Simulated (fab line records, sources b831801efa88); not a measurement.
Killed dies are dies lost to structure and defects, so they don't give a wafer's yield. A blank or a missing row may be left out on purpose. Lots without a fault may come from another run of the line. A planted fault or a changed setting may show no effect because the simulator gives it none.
A struck lot beside a sound one | flow gf180mcu | 14 steps out of a route of 602
Sound: wafers L270.1, L270.2, L270.6. Struck: wafers L257.4, L257.5, L257.6. The cause comes at the end.
At each step with rows: each side's tool, then ch and its chambers, then its first start. Under that, the readings that differ: sound wafers | struck wafers | difference of the means | sigmas: that difference in standard deviations of wafers without a fault.
alike: readings whose means differ by less than 2 such deviations, and words and numbers that are the same on both sides. not compared: withheld readings, readings that some wafer has no value for, bounds like >300 that may hide the same value, and numbers for which the record gives no deviation and whose values overlap.
The two part at a step that has a row with sigmas, a row that says differs or no value, or rows on one side only. Numbers that don't overlap but have no deviation are shown without sigmas and don't part them. A reading that every wafer of one side lacks parts them only if that side has two wafers or more.

first, 8 steps without rows for these wafers: GF_V4_DEHYDRATE_06 (time 60 s); GF_V4_HMDS_07 (prime time 60 s); GF_V4_COAT_08; GF_V4_COAT_09 (resist thk 1000 nm); GF_V4_SOFTBAKE_10 (time 60 s); GF_V4_EXPOSE_11 (exposes mask Via4, target cd 260 nm); GF_V4_PEB_12 (peb time 90 s); GF_V4_DEVELOP_13 (develop time 60 s).
GF_V4_CD_MEAS_14: target cd 260 nm.
  sound on cd_sem-02, day 30 03:58; struck on cd_sem-01, day 26 15:05
  alike: cd_nm
GF_V4_OVL_MEAS_15:
  sound on overlay-01, day 30 04:05; struck on overlay-02, day 26 15:10
  alike: V4_OVL
GF_V4_ETCH_16: etches BARC in N2/H2.
  sound on rie_diel-02 ch 1,3, day 30 04:08; struck on rie_diel-03 ch 0,1,3, day 26 15:12
  alike: drypump_motor_current_A, oes_product_au, throttle_valve_pct
GF_V4_ETCH_17: etches SiO2 in C4F8/O2/Ar, stops on TiN, target depth 630 nm.
  sound on rie_diel-02 ch 1,3; struck on rie_diel-03 ch 0,1,3
  alike: oes_product_au
GF_V4_STRIP_18: strips in O2/N2.
  sound on plasma_asher-02 ch 0,1, day 30 04:16; struck on plasma_asher-01 ch 0,1, day 26 15:20
  no value came back on the struck wafers for chamber_pressure_mTorr (mTorr), drypump_motor_current_A (A), heater_power_w (W), oes_product_au (a.u.); on the sound wafers chamber_pressure_mTorr (mTorr) reads 1500.2 1500.9 1501.4
  not compared: rf_hours_counter_h
then, 1 step without rows for these wafers: GF_V4_STRIP_19 (strips in post etch residue remover, time 1200 s).

WHERE THEY PART
Only at GF_V4_STRIP_18, within this record.

WHY: what the simulator had put in
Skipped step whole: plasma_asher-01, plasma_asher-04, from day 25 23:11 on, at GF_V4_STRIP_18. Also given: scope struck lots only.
